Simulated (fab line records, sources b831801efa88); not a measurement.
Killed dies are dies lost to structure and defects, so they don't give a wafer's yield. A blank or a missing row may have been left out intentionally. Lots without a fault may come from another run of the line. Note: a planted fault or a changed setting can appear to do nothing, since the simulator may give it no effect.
Comparing a struck lot with a sound one | flow gf180mcu | 15 steps out of a route of 602
Sound: these wafers, L568.1, L568.4, L568.5. The struck wafers were L577.3, L577.4, L577.5. The cause is given at the end.
Order at every step that has rows: each side's tool, ch and its chambers, its first start. Under that, the readings that differ: sound wafers | struck wafers | difference of the means | sigmas: that difference in standard deviations of wafers without a fault.
alike: readings with means less than 2 such deviations apart, plus words and numbers identical on both sides. not compared: withheld readings, readings lacking a value on some wafer, bounds such as >300 that could conceal the same value, and numbers that have no deviation in the record and whose values overlap.
Wherever a step has rows on one side only, a row that says differs or no value, or a row with sigmas, the two part there. Non-overlapping numbers with no deviation appear without sigmas and do not part them. A reading that every wafer of one side lacks parts them only if that side has two wafers or more.

GF_CONTACT_BOW_MEAS_05:
  sound: filmMetro-03 at day 17 14:22; struck: filmMetro-03 at day 20 16:44
  alike: CONTACT_BOW
then, 8 steps without rows for these wafers: GF_CONTACT_DEHYDRATE_06 (time 60 s); GF_CONTACT_HMDS_07 (prime time 60 s); GF_CONTACT_COAT_08; GF_CONTACT_COAT_09 (resist thk 1000 nm); GF_CONTACT_SOFTBAKE_10 (time 60 s); GF_CONTACT_EXPOSE_11 (exposes mask Contact, target cd 220 nm); GF_CONTACT_PEB_12 (peb time 90 s); GF_CONTACT_DEVELOP_13 (develop time 60 s).
GF_CONTACT_CD_MEAS_14 targets a cd of 220 nm.
  sound: cdSem-01 at day 18 13:58; struck: cdSem-01 at day 21 16:39
  alike: cdNm
GF_CONTACT_OVL_MEAS_15:
  sound: overlay-01 at day 18 14:05; struck: overlay-02 at day 21 16:44
  alike: CONTACT_OVL
GF_CONTACT_ETCH_16: etches BARC in N2/H2.
  sound on rieDiel-02 ch 1,3, day 18 14:08; struck on rieDiel-03 ch 1,3, day 21 16:46
  alike: biasW, drypumpMotorCurrentA, oesProductAu, throttleValvePct
GF_CONTACT_ETCH_17: etches SiO2 in C4F8/O2/Ar, stops on CoSi2, target depth 860 nm.
  sound on rieDiel-02 ch 1,3, day 18 14:00; struck on rieDiel-03 ch 1,3, day 21 16:00
reading   | sound          | struck         | difference | sigmas
biasW (W) | 1200 1197 1195 | 1110 1116 1119 | -82        | -22
  alike: oesProductAu
GF_CONTACT_STRIP_18: strips in O2/N2.
  sound on plasmaAsher-03 ch 0,1, day 18 14:17; struck on plasmaAsher-03 ch 0,1, day 21 16:58
  alike: drypumpMotorCurrentA, heaterPowerW, oesProductAu
  not compared: rfHoursCounterH
-- the record jumps here: 11 days lie between the struck wafers' starts before and after (it left off in module CONTACT and takes up again in module PASSIVATION, whose first step shown is number 602 of the route) --
GF_PASSIVATION_PROBE_99:
  record: rows for the struck wafers here (prober-02, day 33 03:26), none for the sound ones

== WHERE THEY PART ==
Last at GF_PASSIVATION_PROBE_99 as far as this record goes, first at GF_CONTACT_ETCH_17.

WHY: whatever the simulator had introduced
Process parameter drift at GF_CONTACT_ETCH_17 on rieDiel-03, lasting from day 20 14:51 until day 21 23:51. Setting biasW shifted by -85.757 from 1200. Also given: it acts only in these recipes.
